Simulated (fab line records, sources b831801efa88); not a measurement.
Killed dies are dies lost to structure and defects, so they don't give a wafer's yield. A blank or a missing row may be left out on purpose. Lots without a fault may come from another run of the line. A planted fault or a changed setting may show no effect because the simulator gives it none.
A struck lot beside a sound one | flow sky130 | 23 steps out of a route of 708
Sound: wafers L637.1, L637.3, L637.5. Struck: wafers L641.2, L641.3, L641.6. The cause comes at the end.
At each step with rows: each side's tool, then ch and its chambers, then its first start. Under that, the readings that differ: sound wafers | struck wafers | difference of the means | sigmas: that difference in standard deviations of wafers without a fault.
alike: readings whose means differ by less than 2 such deviations, and words and numbers that are the same on both sides. not compared: withheld readings, readings that some wafer has no value for, bounds like >300 that may hide the same value, and numbers for which the record gives no deviation and whose values overlap.
The two part at a step that has a row with sigmas, a row that says differs or no value, or rows on one side only. Numbers that don't overlap but have no deviation are shown without sigmas and don't part them. A reading that every wafer of one side lacks parts them only if that side has two wafers or more.

first, 1 step without rows for these wafers: SKY_CAP2M_DEVELOP_11 (develop time 60 s).
SKY_CAP2M_OVL_MEAS_12:
  sound on overlay-01, day 45 11:55; struck on overlay-02, day 46 01:13
  alike: CAP2M_OVL
SKY_CAP2M_METAL_ETCH_13: etches TiN in Cl2/BCl3, stops on SiO2, target depth 220 nm, time 62.9 s.
  sound on rie_metal-01 ch 0, day 45 11:56; struck on rie_metal-01 ch 1, day 46 01:14
  alike: bias_w, drypump_motor_current_A, oes_product_au, throttle_valve_pct
  not compared: rf_hours_counter_h
SKY_CAP2M_STRIP_14: strips in O2/N2.
  sound on plasma_asher-01 ch 0,1, day 45 12:06; struck on plasma_asher-01 ch 0,1, day 46 01:19
  alike: drypump_motor_current_A, oes_product_au, strip_time_to_endpoint_s
  not compared: rf_hours_counter_h
then, 8 steps without rows for these wafers: SKY_CAP2M_STRIP_15 (strips in post etch residue remover, time 1200 s); SKY_CAP2M_CLEAN_16 (cleans in IPA, time 180 s); SKY_CAP2M_CLEAN_17 (cleans in O3/DIW); SKY_METAL4_DEHYDRATE_05 (time 60 s); SKY_METAL4_HMDS_06 (prime time 60 s); SKY_METAL4_COAT_07 (resist thk 60 nm); SKY_METAL4_COAT_08 (resist thk 1140 nm); SKY_METAL4_SOFTBAKE_09 (time 90 s).
SKY_METAL4_EXPOSE_10: exposes mask MM4, target cd 300 nm.
  sound on krf_scanner-01 ch 0, day 45 22:29; struck on krf_scanner-01 ch 0, day 46 12:39
  alike: mask, reticle_temp_C
then, 2 steps without rows for these wafers: SKY_METAL4_PEB_11; SKY_METAL4_DEVELOP_12 (develop time 60 s).
SKY_METAL4_CD_MEAS_13: target cd 300 nm.
  sound on cd_sem-01, day 46 09:25; struck on cd_sem-02, day 46 20:56
  reading    | sound             | struck            | difference | sigmas
  cd_nm (nm) | 301.2 302.0 301.4 | 277.7 147.9 198.8 | -93.4      | -72
SKY_METAL4_OVL_MEAS_14:
  sound on overlay-02, day 46 09:32; struck on overlay-01, day 46 21:02
  alike: METAL4_OVL
SKY_METAL4_DESCUM_15: chemistry O2, time 8 s.
  sound on rie_metal-03 ch 0, day 46 09:34; struck on rie_metal-01 ch 0,1, day 46 21:04
  reading                 | sound             | struck            | difference | sigmas
  model.METAL4.cd_nm (nm) | 302.2 303.3 301.8 | 277.2 147.9 198.4 | -94.6      |
  alike: drypump_motor_current_A, oes_product_au, temp_c
  not compared: rf_hours_counter_h
SKY_METAL4_ETCH_16: etches BARC in N2/H2, stops on SiO2, time 88.2 s, target depth 60 nm.
  sound on rie_metal-03 ch 0, day 46 09:35; struck on rie_metal-01 ch 0,1, day 46 21:05
  alike: bias_w, drypump_motor_current_A, oes_product_au, throttle_valve_pct
  not compared: rf_hours_counter_h
SKY_METAL4_ETCH_17: etches SiO2 in C4F8/O2/Ar, stops on TiN, time 3.9 s, target depth 15 nm.
  sound on rie_diel-04 ch 0,1,3, day 46 09:41; struck on rie_diel-02 ch 1,3, day 46 21:11
  reading    | sound          | struck         | difference | sigmas
  bias_w (W) | 1202 1196 1198 | 1204 1208 1206 | +7         | +2
  alike: oes_product_au
SKY_METAL4_METAL_ETCH_18: etches the open film in Cl2/BCl3, stops on SiO2, target depth 845 nm, time 183.1 s.
  sound on rie_metal-01 ch 0,1, day 46 09:43; struck on rie_metal-03 ch 0,1, day 46 21:13
  reading                 | sound           | struck            | difference | sigmas
  model.METAL4.cd_nm (nm) | 305.5 311 307.1 | 277.9 140.7 199.8 | -101.7     |
  alike: bias_w, drypump_motor_current_A, oes_product_au, throttle_valve_pct
  not compared: rf_hours_counter_h
SKY_METAL4_STRIP_19: strips in O2/N2.
  sound on plasma_asher-04 ch 0,1, day 46 09:53; struck on plasma_asher-03 ch 0,1, day 46 21:23
  alike: drypump_motor_current_A, oes_product_au, strip_time_to_endpoint_s
  not compared: rf_hours_counter_h
SKY_PAD_OPEN_PROBE_99:
  the record has rows for the sound wafers here (prober-01, day 49 19:49) and none for the struck ones

WHERE THEY PART
First at SKY_METAL4_CD_MEAS_13; last, within this record, at SKY_PAD_OPEN_PROBE_99.

WHY: what the simulator had put in
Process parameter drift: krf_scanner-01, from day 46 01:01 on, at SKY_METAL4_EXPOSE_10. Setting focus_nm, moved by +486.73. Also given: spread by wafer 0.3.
